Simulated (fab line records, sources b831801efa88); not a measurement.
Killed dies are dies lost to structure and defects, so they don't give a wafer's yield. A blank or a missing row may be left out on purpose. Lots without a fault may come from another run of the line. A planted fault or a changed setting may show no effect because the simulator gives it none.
Chamber matching | flow sky130 | SKY_METAL3_ETCH_17 on rie_diel-01: 4 sister chambers
The step etches SiO2 in C4F8/O2/Ar, stops on TiN, time 3.9 s, target depth 15 nm. 4 wafers are shown with their chamber, then 7 later ones without.

WAFERS WITH THEIR CHAMBER
wafer  | chamber | oes_product_au (a.u.)
L091.1 | 3       | 0.752
L091.2 | 0       | 0.757
L093.2 | 2       | 0.751
L093.3 | 1       | 0.744

WAFERS WITHOUT THEIR CHAMBER
wafer  | oes_product_au (a.u.)
L093.6 | 0.743
L095.1 | 0.750
L095.4 | 0.744
L095.6 | 0.765
L097.3 | 0.756
L097.4 | 0.740
L097.5 | 0.755

WHICH CHAMBER EACH WENT THROUGH
wafer  | from the rows above               | in truth
L093.6 | can't be placed: 1 or 2           | 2
L095.1 | can't be placed: 2 or 3 or 1 or 0 | 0
L095.4 | can't be placed: 1 or 2           | 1
L095.6 | can't be placed: 0 or 3 or 2      | 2
L097.3 | can't be placed: 0 or 3 or 2      | 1
L097.4 | can't be placed: 1 or 2           | 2
L097.5 | can't be placed: 0 or 3 or 2      | 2
Placed correctly: 0 of 7. Can't be placed from these rows: 7 (the true chamber is among the candidates in 6). Placed wrongly: 0.
How it was worked out, from the rows above alone: a wafer's distance from a chamber is the root of the sum, over the readings, of the square of ((its reading less the chamber's mean) divided by the reading's scatter). The wafer belongs to the nearest chamber; if the next one is less than 2 further off, it can't be placed. A chamber's mean is the mean of its shown wafers. The scatter: with one shown wafer a chamber, the root of the mean of the squares of how far each hidden wafer lies from its nearest shown one.
